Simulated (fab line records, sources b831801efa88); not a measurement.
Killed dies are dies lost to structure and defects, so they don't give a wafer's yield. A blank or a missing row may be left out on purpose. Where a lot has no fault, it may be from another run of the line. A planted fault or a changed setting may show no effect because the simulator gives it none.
Chamber matching | flow gf180mcu | 4 sister chambers for GF_V2_CMP_26 on cmp-02
The step polishes, stops on SiO2, t overpolish 15 s, target thk 0 nm. 16 wafers are shown with their chamber, then 8 later ones without.

## WAFERS WITH THEIR CHAMBER
wafer  | chamber | motor-current-A (A) | head-pressure-psi (psi) | time-to-endpoint-s (s)
L707.1 | 0       | 12.3                | 3.496                   | 83
L707.2 | 1       | 11.6                | 3.492                   | 81
L707.4 | 2       | 12.8                | 3.500                   | 82
L710.1 | 3       | 9.0                 | 3.502                   | 86
L710.2 | 0       | 12.1                | 3.511                   | 80
L710.3 | 1       | 10.7                | 3.509                   | 81
L711.2 | 1       | 11.5                | 3.481                   | 85
L711.3 | 2       | 12.0                | 3.499                   | 83
L711.4 | 3       | 9.4                 | 3.498                   | 87
L713.2 | 3       | 8.9                 | 3.498                   | 86
L713.3 | 2       | 12.4                | 3.506                   | 83
L713.5 | 0       | 12.4                | 3.506                   | 86
L715.1 | 0       | 12.2                | 3.510                   | 83
L715.2 | 1       | 10.5                | 3.495                   | 84
L715.5 | 2       | 12.1                | 3.508                   | 83
L717.1 | 2       | 12.0                | 3.507                   | 89

SIGNATURES (means of the wafers above)
reading            | chamber 0 | chamber 1 | chamber 2 | chamber 3 | scatter within a chamber
motor-current-A    | 12.250    | 11.075    | 12.260    | 9.100     | 0.364
head-pressure-psi  | 3.50575   | 3.49425   | 3.50400   | 3.49933   | 0.00719
time-to-endpoint-s | 83.00     | 82.75     | 84.00     | 86.33     | 2.3
Rule: a wafer's distance from a chamber is the root of the sum, over the readings, of the square of ((its reading less the chamber's mean) divided by the reading's scatter). If the next closest chamber is less than 2 further off than the closest, the wafer can't be placed; otherwise it belongs to the closest. How the scatter is found: for the shown wafers, subtract from each reading the mean of its chamber, square and add these, divide the total by (wafers less chambers), then take the root.

## WAFERS WITHOUT THEIR CHAMBER
wafer  | motor-current-A (A) | head-pressure-psi (psi) | time-to-endpoint-s (s)
L717.3 | 9.4                 | 3.495                   | 82
L717.6 | 11.8                | 3.493                   | 82
L726.1 | 9.2                 | 3.497                   | 87
L726.4 | 10.9                | 3.504                   | 88
L726.5 | 12.0                | 3.503                   | 86
L727.2 | 12.3                | 3.501                   | 80
L727.3 | 12.0                | 3.491                   | 82
L727.4 | 10.5                | 3.490                   | 85

## THE CHAMBER EACH PASSED THROUGH
wafer  | from the rows above          | in truth
L717.3 | 3                            | 3
L717.6 | can't be placed: 1 or 2 or 0 | 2
L726.1 | 3                            | 3
L726.4 | can't be placed: 1 or 2 or 0 | 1
L726.5 | can't be placed: 2 or 0      | 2
L727.2 | can't be placed: 0 or 2      | 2
L727.3 | can't be placed: 2 or 0 or 1 | 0
L727.4 | 1                            | 1
Correct placement for 3 of the 8. These rows do not allow placing 5 (true chamber among the candidates in 5). Number placed wrongly: 0.
